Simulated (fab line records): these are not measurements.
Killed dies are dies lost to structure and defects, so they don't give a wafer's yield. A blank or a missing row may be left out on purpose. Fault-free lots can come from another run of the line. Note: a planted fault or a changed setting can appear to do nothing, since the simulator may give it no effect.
fab line records    flow sky130
record: lots: 6  wafers: 16  lastDay: 50
route steps=708 shown LI_CONTACT@385 LOCAL_INTERCONNECT@387 PAD_OPEN@708
lots that met no fault: from a run of the same line without faults
startH: hours from the record's opening day to when the first of the lot's shown wafers began    waitH: hours elapsed since this lot's preceding step    " the same as in the row above    L1.1+2: a row that stands for several wafers    - value missing, or start not given    * or withheld: withheld    < > ~ a bound
route shown NAME@n: names a module that has steps shown in the file, with the first one's number in the route    usual: the fault-free wafers' mean and standard deviation    same: alike in all rows    chamber/n: place in a boat    sites: readings site by site    _std_site: standard deviation of those values    _edge_site: mean of outer sites minus mean of inner sites    radiusMm: for every site, how far away it sits from the centre of the wafer    mask NAME#n: copy n    behind: the tool/chamber that last shaped the wafer    hold: why the lot went on hold/how many hours it stayed there/how the hold came to an end    device: the transistor (n, p or np) that didn't switch    end of line: the same wafers' tests at the end of the route    step lacking rows: just its recipe    killed: dies lost to structure and defects at the first sort, not the wafer's yield    map: per-die view of a wafer (x killed, . not killed, _ where there is no die)
set.NAME: setting as actually run; set.NAME@STEP: the setting as run at that earlier step    model.NAME: the simulator's own value behind a step, which no gauge read
lots at some steps of the route; a table a step, a row a wafer
services: when a tool's chamber went out of use (startH, in hours from the record's first day, below 0 if earlier), for how many hours, and the reason
== steps ==
step: SKY_LI_CONTACT_THK_MEAS_23
recipe: thkMeasGauge: xrf  reads: W_of_LI_CONTACT_CVD_21
usual: LI_CONTACT_W_THK: 383/5.1
lot.wafer  tool          chamber  startH  waitH  LI_CONTACT_W_THK[nm]
L226.1     filmMetro-03  -        693.94  0.1    376
L226.4     "             -        "       "      379
L226.5     "             -        "       "      372
L228.3     filmMetro-03  -        708.63  0.1    386
L228.5     "             -        "       "      384
L228.6     "             -        "       "      389
L239.1     filmMetro-02  -        789.41  0.1    386
L239.2     "             -        "       "      385
L239.6     "             -        "       "      388
L241.4     filmMetro-03  -        800.12  0.1    387
L241.6     "             -        "       "      380
L245.1     filmMetro-01  -        830.36  0.1    391
L245.2     "             -        "       "      384
L247.1     filmMetro-03  -        840.41  0.1    381
L247.3     "             -        "       "      381
L247.5     "             -        "       "      380
step: SKY_LI_CONTACT_CMP_24
recipe: stopOn: PSG  tOverpolishS: 20  downForcePsi: 3.5  platenRpm: 60  targetThkNm: 0  padVelocityMS: 0.94248
usual: headPressurePsi: 3.500/0.0078  motorCurrentA: 10.8/0.97  overpolishRunS: 20.000/0.01  timeToEndpointS: 97/4.3
lot.wafer  tool    chamber  startH  waitH  headPressurePsi  motorCurrentA  overpolishRunS  timeToEndpointS
L226.4     cmp-02  0        694.10  0.1    3.497            12.2           19.982          99
L226.1     "       1        "       "      3.501            12.3           20.016          97
L226.5     "       2        "       "      3.501            8.8            20.011          91
L228.3     cmp-02  3        708.77  0.1    3.492            10.5           20.007          97
L228.6     "       1        "       "      3.499            12.3           19.988          101
L228.5     "       2        "       "      3.502            9.0            19.997          93
L239.2     cmp-02  0        789.47  0.0    3.503            10.8           19.997          102
L239.1     "       3        "       "      3.501            10.0           20.009          103
L239.6     "       0        "       "      3.487            11.7           20.001          109
L241.4     cmp-01  1        800.25  0.1    3.490            10.3           19.998          92
L241.6     "       0        "       "      3.494            10.2           19.999          94
L245.2     cmp-01  3        830.42  0.0    3.500            11.2           20.006          91
L245.1     "       1        "       "      3.506            10.6           20.006          94
L247.1     cmp-01  2        840.57  0.1    3.498            10.3           20.001          97
L247.3     "       3        "       "      3.503            11.6           19.986          92
L247.5     "       0        "       "      3.488            10.4           19.985          94
step: SKY_LOCAL_INTERCONNECT_SPUTTER_00
recipe: material: TiN  targetThkNm: 100  tempC: 300  powerW: 6500  timeS: 83.3  chamberPressurePa: 0.4
usual: throttleValvePct: 29.8/0.79
lot.wafer  tool           chamber  startH  waitH  throttleValvePct
L226.1     pvdSputter-04  -        694.30  0.1    31.0
L226.4     "              -        "       "      29.8
L226.5     "              -        "       "      29.6
L228.3     pvdSputter-02  -        708.97  0.1    30.5
L228.5     "              -        "       "      28.8
L228.6     "              -        "       "      31.1
L239.1     pvdSputter-02  -        789.77  0.1    30.0
L239.2     "              -        "       "      29.2
L239.6     "              -        "       "      29.8
L241.4     pvdSputter-02  -        800.45  0.1    28.8
L241.6     "              -        "       "      29.8
L245.1     pvdSputter-02  -        830.72  0.1    29.0
L245.2     "              -        "       "      30.8
L247.1     pvdSputter-01  -        840.77  0.1    29.4
L247.3     "              -        "       "      30.9
L247.5     "              -        "       "      31.0
step: SKY_LOCAL_INTERCONNECT_RS_MEAS_01
recipe: thkMeasGauge: four-point-probe  reads: TiN_of_LOCAL_INTERCONNECT_SPUTTER_00
usual: LOCAL_INTERCONNECT_TIN_RS: 14.21/0.13
lot.wafer  tool          chamber  startH  waitH  LOCAL_INTERCONNECT_TIN_RS[ohm/sq]
L226.1     filmMetro-03  -        694.36  0.0    14.10
L226.4     "             -        "       "      14.13
L226.5     "             -        "       "      14.12
L228.3     filmMetro-04  -        709.07  0.1    14.29
L228.5     "             -        "       "      14.39
L228.6     "             -        "       "      14.35
L239.1     filmMetro-01  -        789.83  0.0    14.11
L239.2     "             -        "       "      14.16
L239.6     "             -        "       "      14.17
L241.4     filmMetro-01  -        800.57  0.1    14.32
L241.6     "             -        "       "      14.37
L245.1     filmMetro-03  -        830.78  0.0    14.16
L245.2     "             -        "       "      14.35
L247.1     filmMetro-03  -        840.83  0.0    14.31
L247.3     "             -        "       "      14.20
L247.5     "             -        "       "      14.43
step: SKY_LOCAL_INTERCONNECT_THK_MEAS_02
recipe: thkMeasGauge: xrf  reads: TiN_of_LOCAL_INTERCONNECT_SPUTTER_00
usual: LOCAL_INTERCONNECT_TIN_THK: 99.3/0.94
lot.wafer  tool          chamber  startH  waitH  LOCAL_INTERCONNECT_TIN_THK[nm]
L226.1     filmMetro-03  -        694.48  0.1    100.4
L226.4     "             -        "       "      100.2
L226.5     "             -        "       "      100.4
L228.3     filmMetro-04  -        709.17  0.1    98.8
L228.5     "             -        "       "      98.1
L228.6     "             -        "       "      98.3
L239.1     filmMetro-01  -        789.95  0.1    99.6
L239.2     "             -        "       "      99.5
L239.6     "             -        "       "      99.1
L241.4     filmMetro-01  -        800.66  0.1    98.6
L241.6     "             -        "       "      98.2
L245.1     filmMetro-03  -        830.90  0.1    99.8
L245.2     "             -        "       "      98.1
L247.1     filmMetro-03  -        840.95  0.1    99.0
L247.3     "             -        "       "      99.1
L247.5     "             -        "       "      97.6
step: SKY_LOCAL_INTERCONNECT_DEHYDRATE_03
recipe: tempC: 200  timeS: 60
step: SKY_LOCAL_INTERCONNECT_HMDS_04
recipe: primeTimeS: 60  primeTempC: 120
step: SKY_LOCAL_INTERCONNECT_COAT_05
recipe: resist: BARC  tempC: withheld  timeS: withheld  spinRpm: 3000  resistThkNm: 60
step: SKY_LOCAL_INTERCONNECT_COAT_06
recipe: resist: KrF-thick  spinRpm: 3000  resistThkNm: 450
step: SKY_LOCAL_INTERCONNECT_SOFTBAKE_07
recipe: tempC: 100  timeS: 90  resist: KrF-thick
step: SKY_LOCAL_INTERCONNECT_EXPOSE_08
recipe: maskId: LI1M  na: 0.8  sourceShape: annular  sigmaInner: 0.55  sigmaOuter: 0.85  targetCdNm: 170  doseMj: 28
step: SKY_LOCAL_INTERCONNECT_PEB_09
recipe: pebTempC: withheld  pebTimeS: withheld  resist: KrF-thick
step: SKY_LOCAL_INTERCONNECT_DEVELOP_10
recipe: developTimeS: 60  resist: KrF-thick  devTempC: 21
lot.wafer   tool           chamber  startH  waitH
L226.1+4+5  lithoTrack-01  0        722     -
L228.3+5+6  lithoTrack-02  0        737     -
L239.1+2+6  lithoTrack-04  0        816     -
L241.4+6    lithoTrack-01  0        827     -
L245.1+2    lithoTrack-01  0        856     -
L247.1+3+5  lithoTrack-02  0        866     -
step: SKY_LOCAL_INTERCONNECT_CD_MEAS_11
recipe: targetCdNm: 170
usual: cdNm: 169.9/1.3
lot.wafer  tool      chamber  startH  waitH  cdNm
L226.1     cdSem-02  -        722.36  -      169.5
L226.4     "         -        "       "      170.2
L226.5     "         -        "       "      169.8
L228.3     cdSem-01  -        737.19  -      171.2
L228.5     "         -        "       "      170.6
L228.6     "         -        "       "      171.3
L239.1     cdSem-01  -        816.78  -      169.8
L239.2     "         -        "       "      169.0
L239.6     "         -        "       "      169.1
L241.4     cdSem-01  -        827.22  -      170.2
L241.6     "         -        "       "      173.8
L245.1     cdSem-01  -        857.11  -      174.4
L245.2     "         -        "       "      171.6
L247.1     cdSem-02  -        866.85  -      170.5
L247.3     "         -        "       "      168.6
L247.5     "         -        "       "      171.0
step: SKY_LOCAL_INTERCONNECT_OVL_MEAS_12
usual: LOCAL_INTERCONNECT_OVL: -1/5.3
lot.wafer  tool        chamber  startH  waitH  LOCAL_INTERCONNECT_OVL[nm]
L226.1     overlay-01  -        722.50  0.1    -5
L226.4     "           -        "       "      1
L226.5     "           -        "       "      -7
L228.3     overlay-02  -        737.28  0.1    -7
L228.5     "           -        "       "      -2
L228.6     "           -        "       "      1
L239.1     overlay-01  -        816.90  0.1    4
L239.2     "           -        "       "      -1
L239.6     "           -        "       "      -1
L241.4     overlay-02  -        827.30  0.1    10
L241.6     "           -        "       "      3
L245.1     overlay-02  -        857.23  0.1    -8
L245.2     "           -        "       "      -7
L247.1     overlay-02  -        866.97  0.1    -1
L247.3     "           -        "       "      -5
L247.5     "           -        "       "      1
step: SKY_LOCAL_INTERCONNECT_ETCH_13
recipe: chemistry: N2/H2  target: BARC  ionEnergyEv: 200  biasW: 100  pressureMtorr: 30  n2FlowSccm: 100  h2FlowSccm: 200  icpW: 500  stopOn: SiO2  timeS: 45.9  targetDepthA: 600
usual: biasW: 100.0/0.31  chamberPressureMTorr: 30.002/0.027  drypumpMotorCurrentA: 5.5/0.36  heBacksideLeakSccm: 3.39/0.3  oesProductAu: 0.854/0.005  throttleValvePct: 13.225/0.0082
lot.wafer  tool         chamber  startH  waitH  biasW  chamberPressureMTorr  drypumpMotorCurrentA  heBacksideLeakSccm  oesProductAu  rfHoursCounterH  throttleValvePct  model.LOCAL_INTERCONNECT.cdNm
L226.1     rieMetal-02  1        722.54  0.0    99.3   29.993                5.7                   3.60                0.852         5                13.238            169.6
L226.4     "            0        "       "      99.1   30.018                4.9                   2.94                0.851         -                13.218            169.5
L226.5     "            0        "       "      99.9   30.024                4.8                   3.30                0.853         -                13.222            169.8
L228.3     rieMetal-02  1        737.32  0.0    99.7   29.970                5.8                   3.75                0.853         -                13.232            171.1
L228.5     "            0        "       "      99.6   29.970                4.8                   3.41                0.860         -                13.240            170.5
L228.6     "            1        "       "      100.2  30.024                5.8                   3.66                0.858         -                13.224            170.5
L239.1     rieMetal-02  0        816.94  0.0    100.0  29.994                4.8                   3.30                0.855         14               13.220            169.9
L239.2     "            1        "       "      99.6   30.016                5.8                   3.39                0.860         8                13.225            170
L239.6     "            0        "       "      100.1  29.996                4.8                   2.96                0.849         -                13.220            169.7
L241.4     rieMetal-02  0        827.34  0.0    100.3  30.017                4.8                   3.16                0.845         -                13.224            171.4
L241.6     "            0        "       "      100.1  29.999                4.8                   3.06                0.841         -                13.215            173.9
L245.1     rieMetal-03  1        857.27  0.0    100.2  30.022                5.1                   3.33                0.859         7                13.233            174.2
L245.2     "            0        "       "      100.3  29.989                5.5                   3.34                0.853         3                13.221            172.4
L247.1     rieMetal-04  1        867.00  0.0    100.2  29.998                5.8                   3.50                0.855         13               13.231            171.8
L247.3     "            0        "       "      99.6   29.985                5.7                   3.39                0.848         -                13.232            169.2
L247.5     "            0        "       "      100.3  30.027                5.7                   3.12                0.850         -                13.232            171.7
step: SKY_LOCAL_INTERCONNECT_METAL_ETCH_14
recipe: targetDepthNm: 110  stopOn: PSG  chemistry: Cl2/BCl3  target: TiN  resistSidewallDeg: 88  pressureMtorr: 10  icpW: 900  biasW: 48.5  Cl2_flow_sccm: 60  bcl3FlowSccm: 30  timeS: 31.4
usual: biasW: 48.49/0.12  chamberPressureMTorr: 10.000/0.0091  drypumpMotorCurrentA: 5.5/0.36  heBacksideLeakSccm: 3.4/0.31  oesProductAu: 0.938/0.0065  throttleValvePct: 21.902/0.011
lot.wafer  tool         chamber  startH  waitH  biasW  chamberPressureMTorr  drypumpMotorCurrentA  heBacksideLeakSccm  oesProductAu  rfHoursCounterH  throttleValvePct  model.LOCAL_INTERCONNECT.cdNm
L226.1     rieMetal-02  1        722.60  0.0    48.63  10.018                5.7                   4.4                 0.947         5                21.901            170.7
L226.4     "            0        "       "      48.42  9.986                 4.8                   3.1                 0.936         -                21.906            169.7
L226.5     "            0        "       "      48.50  9.988                 4.8                   3.3                 0.939         -                21.890            170.2
L228.3     rieMetal-02  1        737.38  0.0    48.50  10.005                5.7                   3.7                 0.938         -                21.895            171.4
L228.5     "            0        "       "      48.44  9.993                 4.8                   3.3                 0.937         -                21.902            170
L228.6     "            1        "       "      48.61  10.010                5.7                   3.3                 0.926         -                21.919            170.4
L239.1     rieMetal-02  0        817.00  0.0    48.44  10.008                4.8                   3.3                 0.939         14               21.907            170.3
L239.2     "            1        "       "      48.54  9.989                 5.7                   4.0                 0.948         8                21.902            170.4
L239.6     "            0        "       "      48.44  9.999                 4.8                   3.1                 0.940         -                21.905            169.5
L241.4     rieMetal-02  0        827.40  0.0    48.59  9.999                 4.8                   3.8                 0.927         -                21.888            171.5
L241.6     "            0        "       "      48.51  10.001                4.9                   3.1                 0.934         -                21.910            174.4
L245.1     rieMetal-03  1        857.33  0.0    48.56  9.994                 5.1                   3.3                 0.943         7                21.917            173.6
L245.2     "            0        "       "      48.44  9.989                 5.6                   3.5                 0.933         3                21.896            172.4
L247.1     rieMetal-04  1        867.07  0.0    48.44  9.997                 5.8                   3.4                 0.934         14               21.900            170
L247.3     "            0        "       "      48.72  9.987                 5.7                   3.6                 0.940         -                21.910            168.7
L247.5     "            0        "       "      48.46  9.996                 5.7                   3.4                 0.924         -                21.900            171.4
step: SKY_LOCAL_INTERCONNECT_STRIP_15
recipe: chemistry: O2/N2  powerW: 1400  pressureMtorr: 1500  platenTempC: withheld  o2FlowSccm: 3000  n2FlowSccm: 300  overashFraction: 0.5
usual: chamberPressureMTorr: 1500.0/1.3  drypumpMotorCurrentA: 5.8/0.3  oesProductAu: 0.427/0.0043  stripTimeToEndpointS: 4.719/0.024
lot.wafer  tool            chamber  startH  waitH  chamberPressureMTorr  drypumpMotorCurrentA  oesProductAu  rfHoursCounterH  stripTimeToEndpointS
L226.1     plasmaAsher-02  1        722.65  0.0    1499.4                5.8                   0.432         105              4.742
L226.4     "               1        "       "      1499.5                5.8                   0.424         -                4.737
L226.5     "               1        "       "      1499.3                5.8                   0.429         -                4.759
L228.3     plasmaAsher-04  1        737.45  0.1    1500.0                6.3                   0.419         -                4.741
L228.5     "               0        "       "      1499.8                5.8                   0.423         -                4.708
L228.6     "               1        "       "      1500.8                6.3                   0.424         -                4.747
L239.1     plasmaAsher-01  0        817.05  0.0    1501.2                5.5                   0.430         41               4.773
L239.2     "               1        "       "      1499.4                5.4                   0.425         41               4.768
L239.6     "               1        "       "      1500.2                5.4                   0.430         -                4.749
L241.4     plasmaAsher-02  1        827.46  0.1    1501.3                5.8                   0.430         -                4.725
L241.6     "               0        "       "      1501.2                5.8                   0.428         -                4.725
L245.1     plasmaAsher-02  1        857.38  0.0    1498.8                5.9                   0.423         11               4.728
L245.2     "               0        "       "      1500.1                5.8                   0.426         11               4.717
L247.1     plasmaAsher-02  1        867.12  0.0    1501.7                5.8                   0.424         12               4.678
L247.3     "               0        "       "      1499.8                5.8                   0.424         -                4.706
L247.5     "               0        "       "      1499.5                5.8                   0.421         -                4.703
step: SKY_PAD_OPEN_PROBE_99
usual: killed_at_M0_to_M3: 43/6.8  killed_at_M4_up: 3.0/1.6  killedAtContacts: 25/6  killedAtFrontEnd: 15/4.4  killedAtOther: 0.3/0.52  killedDies: 86/9.6  killedOnRim: 17/3.5  killedOpen: 47/6.7  killedShort: 39/6.8
same: grossDies: 492  killedAtBackSide: 0
lot.wafer  tool       chamber  startH   waitH  killed_at_M0_to_M3  killed_at_M4_up  killedAtContacts  killedAtFrontEnd  killedAtOther  killedDies  killedOnRim  killedOpen  killedShort  model.etest.resLi.lineOhmUm
L226.1     prober-02  -        1088.28  0.1    43                  2                23                14                0              82          16           50          32           74.36
L226.4     prober-02  -        1088.43  0.2    51                  4                33                16                0              104         20           55          49           75.24
L226.5     prober-02  -        1088.48  0.2    47                  1                29                17                0              94          17           54          40           74.35
L228.3     prober-02  -        1098.01  0.2    34                  4                21                13                0              72          13           47          25           75.19
L228.5     prober-02  -        1098.11  0.2    35                  3                26                12                0              76          21           42          34           76.12
L228.6     prober-02  -        1098.16  0.2    43                  1                25                11                0              80          14           53          27           76.05
L239.1     prober-01  -        1158.30  0.1    38                  4                37                13                0              92          13           48          44           74.9
L239.2     prober-01  -        1158.35  0.1    46                  4                31                15                0              96          21           52          44           75.07
L239.6     prober-01  -        1158.55  0.2    42                  3                24                15                0              84          18           44          40           75.38
L241.4     prober-01  -        1165.35  0.2    35                  2                27                19                2              85          17           53          31           74.97
L241.6     prober-01  -        1165.45  0.2    45                  4                23                14                1              87          22           46          40           74.18
L245.1     prober-01  -        1185.13  0.1    41                  2                22                22                0              87          13           43          44           73.08
L245.2     prober-01  -        1185.18  0.1    36                  2                25                15                0              78          19           36          42           74.59
L247.1     prober-01  -        1190.38  0.1    40                  1                23                14                0              78          15           39          38           75.63
L247.3     prober-01  -        1190.48  0.2    45                  4                27                26                0              102         21           54          47           75.71
L247.5     prober-01  -        1190.58  0.2    37                  3                29                13                1              83          20           47          35           75.55
killed by level:class
L226.1 VIA1:geometricParticle:open=17 VIA3:geometricParticle:open=7 CONTACT:geometricParticle:open=6 LI_CONTACT:geometricParticle:open=6 CONTACT:geometricParticle:short=5 FIELD_ISO:geometricParticle:open=4 LOCAL_INTERCONNECT:geometricParticle:short=4 VIA2:geometricParticle:short=4
L226.4 CONTACT:geometricParticle:open=14 VIA1:geometricParticle:open=11 METAL2:geometricParticle:short=9 VIA2:geometricParticle:open=7 LI_CONTACT:geometricParticle:open=7 CONTACT:geometricParticle:short=6 VIA3:geometricParticle:short=6 VIA2:geometricParticle:short=5
L226.5 LI_CONTACT:geometricParticle:open=11 VIA3:geometricParticle:open=10 CONTACT:geometricParticle:open=9 VIA1:geometricParticle:open=7 FIELD_ISO:geometricParticle:short=6 METAL1:geometricParticle:short=6 VIA1:geometricParticle:short=6 VIA2:geometricParticle:open=5
L228.3 CONTACT:geometricParticle:open=11 VIA2:geometricParticle:open=10 VIA1:geometricParticle:open=9 LI_CONTACT:geometricParticle:open=6 FIELD_ISO:geometricParticle:short=5 METAL4:geometricParticle:short=4 METAL1:geometricParticle:short=4 VIA3:geometricParticle:open=4
L228.5 CONTACT:geometricParticle:open=10 LI_CONTACT:geometricParticle:open=8 VIA2:geometricParticle:open=5 POLY_GATE:geometricParticle:open=5 VIA1:geometricParticle:short=5 METAL3:geometricParticle:short=5 VIA3:geometricParticle:open=5 LOCAL_INTERCONNECT:geometricParticle:short=4
L228.6 VIA1:geometricParticle:open=15 CONTACT:geometricParticle:open=11 VIA2:geometricParticle:open=8 VIA3:geometricParticle:open=6 METAL2:geometricParticle:short=6 FIELD_ISO:geometricParticle:open=5 LI_CONTACT:geometricParticle:open=5 LOCAL_INTERCONNECT:geometricParticle:short=5
L239.1 CONTACT:geometricParticle:open=11 VIA1:geometricParticle:open=10 LI_CONTACT:geometricParticle:open=9 CONTACT:geometricParticle:short=6 VIA1:geometricParticle:short=6 LOCAL_INTERCONNECT:geometricParticle:short=5 VIA3:geometricParticle:open=5 FIELD_ISO:geometricParticle:short=4
L239.2 CONTACT:geometricParticle:open=11 VIA3:geometricParticle:open=9 VIA1:geometricParticle:open=7 CONTACT:geometricParticle:short=7 POLY_GATE:geometricParticle:open=6 METAL3:geometricParticle:short=6 LI_CONTACT:geometricParticle:open=5 LOCAL_INTERCONNECT:geometricParticle:short=5
L239.6 VIA1:geometricParticle:open=11 CONTACT:geometricParticle:open=7 METAL2:geometricParticle:short=7 LOCAL_INTERCONNECT:geometricParticle:short=6 VIA2:geometricParticle:open=6 METAL1:geometricParticle:short=5 POLY_GATE:geometricParticle:short=4 LI_CONTACT:geometricParticle:open=4
L241.4 VIA1:geometricParticle:open=10 FIELD_ISO:geometricParticle:open=8 CONTACT:geometricParticle:open=8 LI_CONTACT:geometricParticle:open=7 VIA2:geometricParticle:open=6 CONTACT:geometricParticle:short=5 VIA3:geometricParticle:open=5 POLY_GATE:geometricParticle:open=4
L241.6 VIA1:geometricParticle:open=10 CONTACT:geometricParticle:open=8 FIELD_ISO:geometricParticle:open=7 CONTACT:geometricParticle:short=7 VIA2:geometricParticle:open=7 METAL1:geometricParticle:short=6 LI_CONTACT:geometricParticle:open=4 VIA1:geometricParticle:short=4
L245.1 VIA1:geometricParticle:open=7 LOCAL_INTERCONNECT:geometricParticle:short=6 VIA2:geometricParticle:open=6 FIELD_ISO:geometricParticle:open=5 POLY_GATE:geometricParticle:short=5 SPACER:geometricParticle:short=5 CONTACT:geometricParticle:open=5 METAL1:geometricParticle:open=5
L245.2 LI_CONTACT:geometricParticle:open=10 VIA2:geometricParticle:open=7 CONTACT:geometricParticle:short=5 CONTACT:geometricParticle:open=5 VIA1:geometricParticle:open=5 FIELD_ISO:geometricParticle:short=4 POLY_GATE:geometricParticle:open=4 VIA3:geometricParticle:open=4
L247.1 CONTACT:geometricParticle:open=10 VIA2:geometricParticle:open=9 LI_CONTACT:geometricParticle:short=6 VIA1:geometricParticle:short=6 METAL2:geometricParticle:short=5 VIA3:geometricParticle:open=5 POLY_GATE:geometricParticle:short=4 VIA1:geometricParticle:open=4
L247.3 LI_CONTACT:geometricParticle:open=11 VIA1:geometricParticle:open=8 CONTACT:geometricParticle:open=7 VIA3:geometricParticle:open=7 VIA2:geometricParticle:open=7 FIELD_ISO:geometricParticle:short=6 FIELD_ISO:geometricParticle:open=5 METAL1:geometricParticle:short=5
L247.5 CONTACT:geometricParticle:open=12 VIA2:geometricParticle:open=9 VIA1:geometricParticle:open=9 LI_CONTACT:geometricParticle:open=6 LI_CONTACT:geometricParticle:short=5 LOCAL_INTERCONNECT:geometricParticle:short=5 FIELD_ISO:geometricParticle:open=4 METAL1:geometricParticle:short=4
== services ==
tool            chamber  startH  hours  kind
plasmaAsher-02  -        733.77  9.0    pm
plasmaAsher-02  0        733.77  9.0    ventCycle
plasmaAsher-02  1        733.77  9.0    ventCycle
pvdSputter-02   -        734.09  4.4    repair
cmp-01          -        740.25  1.4    repair
plasmaAsher-02  0        742.77  -      clean
plasmaAsher-02  1        742.77  -      clean
cmp-01          -        744.00  4.0    pm
cmp-01          -        748.00  -      consumableReplace:conditioner
cmp-01          -        748.00  -      consumableReplace:pad
rieMetal-03     0        749.87  -      clean
rieMetal-03     0        749.87  17.5   scheduledDown
rieMetal-02     0        751.79  1.2    repair
rieMetal-04     -        755.94  14.6   pm
cmp-01          -        762.19  0.5    repair
cmp-02          -        796.69  1.6    repair
rieMetal-03     -        803.73  15.6   pm
pvdSputter-04   -        809.72  2.0    repair
plasmaAsher-02  -        816.53  2.8    pm
rieMetal-02     -        838.41  1.1    repair
cmp-01          -        842.70  25.6   repair
pvdSputter-01   -        856.72  1.9    repair
plasmaAsher-01  -        859.76  8.6    pm
cmp-01          -        863.14  1.3    repair
== key ==
firstSign: step: SKY_LOCAL_INTERCONNECT_CD_MEAS_11  reading: cdNm  direction: up  sigmas: 3.3  usual: 169.9  struck: 174.1
effect none on later readings
modelEffect: step: SKY_LOCAL_INTERCONNECT_ETCH_13  value: LOCAL_INTERCONNECT.cdNm  without: 169.8  struck: 174.1
modelEffect: step: SKY_LOCAL_INTERCONNECT_METAL_ETCH_14  value: LOCAL_INTERCONNECT.cdNm  without: 169.7  struck: 174
modelEffect: step: SKY_PAD_OPEN_PROBE_99  value: etest.resLi.lineOhmUm  without: 75.48  struck: 73.63
metAt SKY_LOCAL_INTERCONNECT_DEVELOP_10
struckWafers L241.6,L245.1
testerLeftOut L241,L245
onsetBetween 722 827
fault: kind: processParameterDrift  tool: lithoTrack-01  chamber: -  onsetH: 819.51  steps: SKY_LOCAL_INTERCONNECT_DEVELOP_10  channel: developTimeS  offset: *  shape: step  endH: 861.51  scope: struckWafersOnly  actsIn: *  stated: *
testerLeftOut: of these lots the tester's yield and bins aren't shown, on N5 and GAA mostly nor the transistor test; their killed dies are dies lost to structure and defects alone, not to doping, threshold or leakage, so they don't give the yield
